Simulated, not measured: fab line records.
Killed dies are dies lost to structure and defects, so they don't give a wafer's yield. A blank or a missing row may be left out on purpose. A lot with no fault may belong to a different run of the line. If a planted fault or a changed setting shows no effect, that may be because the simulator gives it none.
Which tool was responsible? :: flow gf180mcu :: 37 wafers from 13 lots sampled at 4 of the route's 602 steps

== WHAT EACH GAUGE READ, for each wafer ==
GF_DUAL_GATE_THK_MEAS_03. Usual: DUAL_GATE_OXIDATION_00_THK gives 10.89 nm (standard deviation 0.17).
lot: L120
measured: day 7 21:11
on: film-metro-04
DUAL_GATE_OXIDATION_00_THK (nm): 10.70 11.02 10.97
flag: 

lot: L123
measured: day 8 23:31
on: film-metro-04
DUAL_GATE_OXIDATION_00_THK (nm): 11.17 11.13 11.08
flag: 

lot: L124
measured: day 9 03:53
on: film-metro-01
DUAL_GATE_OXIDATION_00_THK (nm): 11.02 11.01 10.83
flag: 

lot: L125
measured: day 9 09:26
on: film-metro-04
DUAL_GATE_OXIDATION_00_THK (nm): 11.19 10.92
flag: 

lot: L126
measured: day 9 19:34
on: film-metro-01
DUAL_GATE_OXIDATION_00_THK (nm): 10.63 10.54
flag: 

lot: L130
measured: day 10 17:18
on: film-metro-01
DUAL_GATE_OXIDATION_00_THK (nm): 10.98 11.16 10.95
flag: 

lot: L131
measured: day 10 23:28
on: film-metro-02
DUAL_GATE_OXIDATION_00_THK (nm): 11.01 10.67 10.85
flag: 

lot: L134
measured: day 11 21:02
on: film-metro-01
DUAL_GATE_OXIDATION_00_THK (nm): 11.10 10.97 11.04
flag: 

lot: L136
measured: day 12 20:15
on: film-metro-04
DUAL_GATE_OXIDATION_00_THK (nm): 10.85 10.51 10.73
flag: 

lot: L137
measured: day 12 20:59
on: film-metro-02
DUAL_GATE_OXIDATION_00_THK (nm): 10.78 10.87 10.80
flag: 

lot: L138
measured: day 12 23:58
on: film-metro-02
DUAL_GATE_OXIDATION_00_THK (nm): 10.92 10.79 10.86
flag: 

lot: L141
measured: day 13 20:22
on: film-metro-04
DUAL_GATE_OXIDATION_00_THK (nm): 10.60 10.83 10.70
flag: 

lot: L142
measured: day 14 08:43
on: film-metro-01
DUAL_GATE_OXIDATION_00_THK (nm): 10.97 11.05 10.89
flag: 

== WHAT TOOL EACH LOT RAN ON (gives the tool, then ch and the chambers of the sampled wafers, and finally the start) ==
lot: L120
GF_STI_COAT_07: litho-track-02 ch 0, day 1 23:52
GF_STI_STRIP_15: plasma-asher-04 ch 0,1, day 2 05:56
GF_MVSD_STRIP_10: plasma-asher-04 ch 0,1, day 4 13:14

lot: L123
GF_STI_COAT_07: litho-track-02 ch 0, day 2 15:19
GF_STI_STRIP_15: plasma-asher-02 ch 0,1, day 2 21:53
GF_MVSD_STRIP_10: plasma-asher-04 ch 0,1, day 5 13:05

lot: L124
GF_STI_COAT_07: litho-track-04 ch 0, day 2 21:29
GF_STI_STRIP_15: plasma-asher-04 ch 0,1, day 3 03:53
GF_MVSD_STRIP_10: plasma-asher-04 ch 1, day 5 17:33

lot: L125
GF_STI_COAT_07: litho-track-02 ch 0, day 3 02:58
GF_STI_STRIP_15: plasma-asher-04 ch 0, day 3 09:05
GF_MVSD_STRIP_10: plasma-asher-01 ch 0, day 5 20:35

lot: L126
GF_STI_COAT_07: litho-track-02 ch 0, day 3 10:28
GF_STI_STRIP_15: plasma-asher-01 ch 0,1, day 3 17:32
GF_MVSD_STRIP_10: plasma-asher-01 ch 0,1, day 6 07:23

lot: L130
GF_STI_COAT_07: litho-track-02 ch 0, day 4 02:43
GF_STI_STRIP_15: plasma-asher-01 ch 0,1, day 4 09:50
GF_MVSD_STRIP_10: plasma-asher-02 ch 0,1, day 7 02:14

lot: L131
GF_STI_COAT_07: litho-track-04 ch 0, day 4 07:54
GF_STI_STRIP_15: plasma-asher-04 ch 0,1, day 4 14:59
GF_MVSD_STRIP_10: plasma-asher-04 ch 0,1, day 7 07:33

lot: L134
GF_STI_COAT_07: litho-track-04 ch 0, day 4 22:39
GF_STI_STRIP_15: plasma-asher-01 ch 0,1, day 5 05:38
GF_MVSD_STRIP_10: plasma-asher-01 ch 0,1, day 8 01:51

lot: L136
GF_STI_COAT_07: litho-track-01 ch 0, day 5 10:26
GF_STI_STRIP_15: plasma-asher-01 ch 0,1, day 5 17:41
GF_MVSD_STRIP_10: plasma-asher-02 ch 0,1, day 8 14:00

lot: L137
GF_STI_COAT_07: litho-track-04 ch 0, day 5 14:54
GF_STI_STRIP_15: plasma-asher-01 ch 0,1, day 5 22:23
GF_MVSD_STRIP_10: plasma-asher-02 ch 0,1, day 8 20:56

lot: L138
GF_STI_COAT_07: litho-track-01 ch 0, day 5 20:52
GF_STI_STRIP_15: plasma-asher-04 ch 0,1, day 6 05:04
GF_MVSD_STRIP_10: plasma-asher-01 ch 0,1, day 9 01:20

lot: L141
GF_STI_COAT_07: litho-track-04 ch 0, day 6 11:00
GF_STI_STRIP_15: plasma-asher-02 ch 0,1, day 6 19:26
GF_MVSD_STRIP_10: plasma-asher-04 ch 0,1, day 9 17:18

lot: L142
GF_STI_COAT_07: litho-track-02 ch 0, day 6 16:55
GF_STI_STRIP_15: plasma-asher-01 ch 0,1, day 7 01:05
GF_MVSD_STRIP_10: plasma-asher-04 ch 0,1, day 10 03:44
- GF_STI_COAT_07: resist thk 700 nm.
- GF_STI_STRIP_15: strips in O2/N2.
- GF_MVSD_STRIP_10: strips in O2/N2.

== AS READ BY THE TOOLS THEMSELVES (means over the sampled wafers that have a number; for cases with no such wafer, the mark the record gives instead) ==
GF_STI_STRIP_15. Usual: drypump-motor-current-A 5.8 A, standard deviation 0.48; heater-power-w 338 W, standard deviation 54; oes-product-au 0.383 a.u., standard deviation 0.0046; strip-time-to-endpoint-s 3.72 s, standard deviation 0.032.
lot: L120
tool: plasma-asher-04
drypump-motor-current-A (A): 5.6
heater-power-w (W): 306
oes-product-au (a.u.): 0.382
strip-time-to-endpoint-s (s): 3.78
flag: 

lot: L123
tool: plasma-asher-02
drypump-motor-current-A (A): 6.1
heater-power-w (W): 393
oes-product-au (a.u.): 0.384
strip-time-to-endpoint-s (s): 3.71
flag: 

lot: L124
tool: plasma-asher-04
drypump-motor-current-A (A): 5.4
heater-power-w (W): 354
oes-product-au (a.u.): 0.378
strip-time-to-endpoint-s (s): 3.67
flag: 

lot: L125
tool: plasma-asher-04
drypump-motor-current-A (A): 5.1
heater-power-w (W): 401
oes-product-au (a.u.): 0.391
strip-time-to-endpoint-s (s): 3.91
flag: OFF

lot: L126
tool: plasma-asher-01
drypump-motor-current-A (A): 6.2
heater-power-w (W): 316
oes-product-au (a.u.): 0.392
strip-time-to-endpoint-s (s): 3.96
flag: OFF

lot: L130
tool: plasma-asher-01
drypump-motor-current-A (A): 6.2
heater-power-w (W): 314
oes-product-au (a.u.): 0.387
strip-time-to-endpoint-s (s): 3.85
flag: OFF

lot: L131
tool: plasma-asher-04
drypump-motor-current-A (A): 5.3
heater-power-w (W): 357
oes-product-au (a.u.): 0.385
strip-time-to-endpoint-s (s): 3.70
flag: 

lot: L134
tool: plasma-asher-01
drypump-motor-current-A (A): 6.2
heater-power-w (W): 318
oes-product-au (a.u.): 0.382
strip-time-to-endpoint-s (s): 3.74
flag: 

lot: L136
tool: plasma-asher-01
drypump-motor-current-A (A): 6.3
heater-power-w (W): 318
oes-product-au (a.u.): 0.385
strip-time-to-endpoint-s (s): 3.72
flag: 

lot: L137
tool: plasma-asher-01
drypump-motor-current-A (A): 6.2
heater-power-w (W): 309
oes-product-au (a.u.): 0.387
strip-time-to-endpoint-s (s): 3.73
flag: 

lot: L138
tool: plasma-asher-04
drypump-motor-current-A (A): 5.4
heater-power-w (W): 359
oes-product-au (a.u.): 0.381
strip-time-to-endpoint-s (s): 3.70
flag: 

lot: L141
tool: plasma-asher-02
drypump-motor-current-A (A): 5.8
heater-power-w (W): 384
oes-product-au (a.u.): 0.384
strip-time-to-endpoint-s (s): 3.70
flag: 

lot: L142
tool: plasma-asher-01
drypump-motor-current-A (A): 6.3
heater-power-w (W): 320
oes-product-au (a.u.): 0.380
strip-time-to-endpoint-s (s): 3.72
flag: 

GF_MVSD_STRIP_10. Usual: drypump-motor-current-A 5.9 A, standard deviation 0.46; heater-power-w 334 W, standard deviation 49; oes-product-au 0.722 a.u., standard deviation 0.0047; strip-time-to-endpoint-s 36.94 s, standard deviation 0.087.
lot: L120
tool: plasma-asher-04
drypump-motor-current-A (A): 5.6
heater-power-w (W): 306
oes-product-au (a.u.): 0.719
strip-time-to-endpoint-s (s): 37.02
flag: 

lot: L123
tool: plasma-asher-04
drypump-motor-current-A (A): 5.3
heater-power-w (W): 359
oes-product-au (a.u.): 0.723
strip-time-to-endpoint-s (s): 37.00
flag: 

lot: L124
tool: plasma-asher-04
drypump-motor-current-A (A): 5.8
heater-power-w (W): 263
oes-product-au (a.u.): 0.724
strip-time-to-endpoint-s (s): 37.04
flag: 

lot: L125
tool: plasma-asher-01
drypump-motor-current-A (A): 6.4
heater-power-w (W): 322
oes-product-au (a.u.): 0.722
strip-time-to-endpoint-s (s): 36.85
flag: 

lot: L126
tool: plasma-asher-01
drypump-motor-current-A (A): 6.2
heater-power-w (W): 320
oes-product-au (a.u.): 0.722
strip-time-to-endpoint-s (s): 36.94
flag: 

lot: L130
tool: plasma-asher-02
drypump-motor-current-A (A): 6.1
heater-power-w (W): 403
oes-product-au (a.u.): 0.722
strip-time-to-endpoint-s (s): 36.87
flag: 

lot: L131
tool: plasma-asher-04
drypump-motor-current-A (A): 5.4
heater-power-w (W): 360
oes-product-au (a.u.): 0.724
strip-time-to-endpoint-s (s): 36.85
flag: 

lot: L134
tool: plasma-asher-01
drypump-motor-current-A (A): 6.4
heater-power-w (W): 320
oes-product-au (a.u.): 0.719
strip-time-to-endpoint-s (s): 37.02
flag: 

lot: L136
tool: plasma-asher-02
drypump-motor-current-A (A): 5.7
heater-power-w (W): 389
oes-product-au (a.u.): 0.723
strip-time-to-endpoint-s (s): 36.94
flag: 

lot: L137
tool: plasma-asher-02
drypump-motor-current-A (A): 6.1
heater-power-w (W): 400
oes-product-au (a.u.): 0.721
strip-time-to-endpoint-s (s): 36.98
flag: 

lot: L138
tool: plasma-asher-01
drypump-motor-current-A (A): 6.2
heater-power-w (W): 314
oes-product-au (a.u.): 0.724
strip-time-to-endpoint-s (s): 36.89
flag: 

lot: L141
tool: plasma-asher-04
drypump-motor-current-A (A): 5.6
heater-power-w (W): 309
oes-product-au (a.u.): 0.721
strip-time-to-endpoint-s (s): 36.88
flag: 

lot: L142
tool: plasma-asher-04
drypump-motor-current-A (A): 5.6
heater-power-w (W): 310
oes-product-au (a.u.): 0.718
strip-time-to-endpoint-s (s): 37.07
flag: 

== THE ANSWER, worked out from the rows above alone ==
Rule: take the mean of a lot's wafers that have a number; if it is more than 3 standard deviations from the usual mean, the lot is off. A lot without any number at a reading at which 4 lots or more have one is off too. All remaining lots with rows at the step are treated as sound. First the gauges in route order, then the tools' own readings, where a lot's mean is used as printed above. The first step at which some lot is off is used, and at that step the reading that is off furthest; a lot without a number counts as furthest.
Off, at GF_STI_STRIP_15 on strip-time-to-endpoint-s: L125, L126, L130.
If a tool, at that step or one of the process steps before it, ran each lot that is off and ran no sound lot following the first of them, it fits. Of those tried, none fits.

== WHAT THE SIMULATOR HAD INSERTED ==
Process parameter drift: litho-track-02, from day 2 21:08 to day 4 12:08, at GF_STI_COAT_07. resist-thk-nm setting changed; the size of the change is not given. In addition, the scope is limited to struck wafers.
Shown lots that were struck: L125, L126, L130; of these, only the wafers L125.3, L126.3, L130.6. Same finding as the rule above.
